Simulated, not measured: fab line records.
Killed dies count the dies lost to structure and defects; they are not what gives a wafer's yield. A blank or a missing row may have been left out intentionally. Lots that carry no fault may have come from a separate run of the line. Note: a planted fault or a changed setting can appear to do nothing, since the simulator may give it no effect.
Matching of chambers || flow sky130 || SKY_VIA2_ETCH_15 on rieDiel-03: 4 sister chambers
The step etches SiO2 in C4F8/O2/Ar, stops on TiN, target depth 546 nm, time 84 s. 14 wafers are shown with their chamber, then 7 later ones without.

WAFERS WITH THEIR CHAMBER
{"wafer": "L074.1", "chamber": 0, "rfFwdPowerW (W)": 1480, "oesProductAu (a.u.)": 0.946}
{"wafer": "L074.2", "chamber": 2, "rfFwdPowerW (W)": 1493, "oesProductAu (a.u.)": 0.937}
{"wafer": "L074.5", "chamber": 2, "rfFwdPowerW (W)": 1496, "oesProductAu (a.u.)": 0.938}
{"wafer": "L077.2", "chamber": 3, "rfFwdPowerW (W)": 1481, "oesProductAu (a.u.)": 0.933}
{"wafer": "L077.4", "chamber": 1, "rfFwdPowerW (W)": 1487, "oesProductAu (a.u.)": 0.940}
{"wafer": "L077.6", "chamber": 0, "rfFwdPowerW (W)": 1488, "oesProductAu (a.u.)": 0.934}
{"wafer": "L082.2", "chamber": 2, "rfFwdPowerW (W)": 1488, "oesProductAu (a.u.)": 0.947}
{"wafer": "L082.4", "chamber": 1, "rfFwdPowerW (W)": 1480, "oesProductAu (a.u.)": 0.946}
{"wafer": "L082.6", "chamber": 2, "rfFwdPowerW (W)": 1490, "oesProductAu (a.u.)": 0.945}
{"wafer": "L085.3", "chamber": 1, "rfFwdPowerW (W)": 1488, "oesProductAu (a.u.)": 0.945}
{"wafer": "L085.4", "chamber": 2, "rfFwdPowerW (W)": 1500, "oesProductAu (a.u.)": 0.935}
{"wafer": "L085.6", "chamber": 3, "rfFwdPowerW (W)": 1493, "oesProductAu (a.u.)": 0.941}
{"wafer": "L089.4", "chamber": 3, "rfFwdPowerW (W)": 1493, "oesProductAu (a.u.)": 0.940}
{"wafer": "L089.5", "chamber": 2, "rfFwdPowerW (W)": 1493, "oesProductAu (a.u.)": 0.932}

SIGNATURES (averages over the wafers above)
{"reading": "rfFwdPowerW", "chamber 0": 1484.00, "chamber 1": 1485.00, "chamber 2": 1493.33, "chamber 3": 1489.00, "scatter within a chamber": 5.07}
{"reading": "oesProductAu", "chamber 0": 0.94000, "chamber 1": 0.94367, "chamber 2": 0.93900, "chamber 3": 0.93800, "scatter within a chamber": 0.00548}
Rule: a wafer lies at a distance from a chamber equal to the root of the sum of squares, over the readings, of (its reading less the chamber's mean, divided by the reading's scatter). The wafer belongs to the nearest chamber; if the next one is less than 2 further off, it can't be placed. The scatter is the square root of a quotient: the sum, over the shown wafers, of each reading's squared deviation from its chamber's mean, divided by wafers minus chambers.

WAFERS WITH NO CHAMBER GIVEN
{"wafer": "L089.6", "rfFwdPowerW (W)": 1498, "oesProductAu (a.u.)": 0.937}
{"wafer": "L093.3", "rfFwdPowerW (W)": 1488, "oesProductAu (a.u.)": 0.940}
{"wafer": "L093.5", "rfFwdPowerW (W)": 1488, "oesProductAu (a.u.)": 0.940}
{"wafer": "L093.6", "rfFwdPowerW (W)": 1490, "oesProductAu (a.u.)": 0.938}
{"wafer": "L094.2", "rfFwdPowerW (W)": 1485, "oesProductAu (a.u.)": 0.944}
{"wafer": "L094.3", "rfFwdPowerW (W)": 1498, "oesProductAu (a.u.)": 0.943}
{"wafer": "L094.4", "rfFwdPowerW (W)": 1490, "oesProductAu (a.u.)": 0.947}

WHICH CHAMBER EACH WENT THROUGH
{"wafer": "L089.6", "from the rows above": "can't be placed: 2 or 3 or 0 or 1", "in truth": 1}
{"wafer": "L093.3", "from the rows above": "can't be placed: 3 or 0 or 1 or 2", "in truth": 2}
{"wafer": "L093.5", "from the rows above": "can't be placed: 3 or 0 or 1 or 2", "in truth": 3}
{"wafer": "L093.6", "from the rows above": "can't be placed: 3 or 2 or 0 or 1", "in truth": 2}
{"wafer": "L094.2", "from the rows above": "can't be placed: 1 or 0 or 3 or 2", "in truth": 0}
{"wafer": "L094.3", "from the rows above": "can't be placed: 2 or 3 or 1 or 0", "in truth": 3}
{"wafer": "L094.4", "from the rows above": "can't be placed: 1 or 2 or 3 or 0", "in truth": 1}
Correct placement for 0 of the 7. Unplaceable from these rows: 7, with the true chamber sitting among the candidates in 7. Wrongly placed: 0.
